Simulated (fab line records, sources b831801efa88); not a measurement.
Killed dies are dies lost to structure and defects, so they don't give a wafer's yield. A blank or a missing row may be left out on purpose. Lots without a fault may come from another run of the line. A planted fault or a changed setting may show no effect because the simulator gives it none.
Which tool did it? | flow gf180mcu | 7 lots, 21 wafers sampled, at 1 step of a route of 602

WHAT THE GAUGES READ, wafer by wafer
GF_V4_OVL_MEAS_15.
lot  | measured     | on         | V4_OVL (nm)
L206 | day 26 02:40 | overlay-02 | 1 0 -8
L207 | day 26 15:53 | overlay-01 | 1 -6 1
L211 | day 27 16:52 | overlay-01 | -2 -3 -2
L216 | day 28 23:45 | overlay-02 | 6 5 3
L219 | day 29 19:49 | overlay-01 | 1 3 3
L221 | day 30 08:38 | overlay-01 | 4 -8 6
L224 | day 31 01:58 | overlay-02 | 4 0 0

WHICH TOOL RAN EACH LOT (tool, then ch and the chambers of the sampled wafers, then the start)
The record holds no process step before these readings.

THE ANSWER, worked out from the rows above alone
Rule: what is usual is taken from the lots themselves. Put in order of their means at a reading, lots are off if they are a third of the lots or fewer, leave a main group of 4 or more, and stand apart from it by a gap of 3 or more times the standard deviation of the main group's means; of several such gaps the widest counts. A main group whose means are all the same, to the digits that the tables above print for the reading, isn't used. A lot without any number at a reading at which 4 lots or more have one is off too. The other lots that the step has rows for count as sound.
No lot is off at any reading shown: from this, nothing can be told.

WHAT THE SIMULATOR HAD PUT IN
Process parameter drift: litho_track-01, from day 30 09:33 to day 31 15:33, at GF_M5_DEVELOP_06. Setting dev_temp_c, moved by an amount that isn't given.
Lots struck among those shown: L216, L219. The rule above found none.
